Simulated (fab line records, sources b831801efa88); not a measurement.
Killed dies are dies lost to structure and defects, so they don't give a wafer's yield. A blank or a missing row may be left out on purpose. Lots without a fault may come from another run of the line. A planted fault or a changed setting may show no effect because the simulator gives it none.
A struck lot beside a sound one | flow sfq_line | 13 steps out of a route of 325
Sound: wafers L326.1, L326.2, L326.6. Struck: wafers L324.2, L324.3, L324.5. The cause comes at the end.
At each step with rows: each side's tool, then ch and its chambers, then its first start. Under that, the readings that differ: sound wafers | struck wafers | difference of the means | sigmas: that difference in standard deviations of wafers without a fault.
alike: readings whose means differ by less than 2 such deviations, and words and numbers that are the same on both sides. not compared: withheld readings, readings that some wafer has no value for, bounds like >300 that may hide the same value, and numbers for which the record gives no deviation and whose values overlap.
The two part at a step that has a row with sigmas, a row that says differs or no value, or rows on one side only. Numbers that don't overlap but have no deviation are shown without sigmas and don't part them. A reading that every wafer of one side lacks parts them only if that side has two wafers or more.

first, 2 steps without rows for these wafers: SFQ_TRILAYER_I4_VIA_STRIP_SOLV_CLEAN_108 (cleans in NMP, time 600 s); SFQ_TRILAYER_JJ_TRILAYER_DEP_PRE_CLEAN_113 (time 22.5 s).
SFQ_TRILAYER_JJ_TRILAYER_DEP_SPUTTER_109: material Nb, target thk 150 nm, time 100 s.
  sound on pvd_sputter-04, day 63 00:52; struck on pvd_sputter-04, day 62 10:28
  alike: throttle_valve_pct
SFQ_TRILAYER_JJ_TRILAYER_DEP_SPUTTER_110: material Al, target thk 8 nm, time 10 s.
  sound on pvd_sputter-04, day 63 00:56; struck on pvd_sputter-04, day 62 10:32
  alike: throttle_valve_pct
then, 1 step without rows for these wafers: SFQ_TRILAYER_JJ_TRILAYER_DEP_AL_OXIDATION_111 (oxidation time 600 s).
SFQ_TRILAYER_JJ_TRILAYER_DEP_SPUTTER_112: material Nb, target thk 170 nm, time 113.3 s.
  sound on pvd_sputter-04, day 63 01:58; struck on pvd_sputter-04, day 62 11:34
  alike: throttle_valve_pct
SFQ_JJ_RS_MEAS_929: measures by four-point-probe.
  sound on film_metro-04, day 63 02:02; struck on film_metro-02, day 62 11:40
  alike: JJ_NB_RS
then, 4 steps without rows for these wafers: SFQ_TRILAYER_JJ_CE_LITHO_COAT_119 (resist thk 62 nm); SFQ_TRILAYER_JJ_CE_LITHO_COAT_114 (resist thk 600 nm); SFQ_TRILAYER_JJ_CE_LITHO_SOFTBAKE_118; SFQ_TRILAYER_JJ_CE_LITHO_EXPOSE_115 (exposes mask J5, target cd 700 nm).
-- the record jumps here: 4 days lie between the struck wafers' starts before and after --
SFQ_TRILAYER_JJ_CE_LITHO_PEB_117: peb time 60 s.
  sound on litho_track-03 ch 0, day 67 07:26; struck on litho_track-02, day 66 17:03
  no value came back on the struck wafers for chill_plate_temp_C (C), exhaust_pa (Pa); on the sound wafers chill_plate_temp_C (C) reads 23.00 22.99 23.07
then, 1 step without rows for these wafers: SFQ_TRILAYER_JJ_CE_LITHO_DEVELOP_116 (time 60 s).

WHERE THEY PART
Only at SFQ_TRILAYER_JJ_CE_LITHO_PEB_117, within this record.

WHY: what the simulator had put in
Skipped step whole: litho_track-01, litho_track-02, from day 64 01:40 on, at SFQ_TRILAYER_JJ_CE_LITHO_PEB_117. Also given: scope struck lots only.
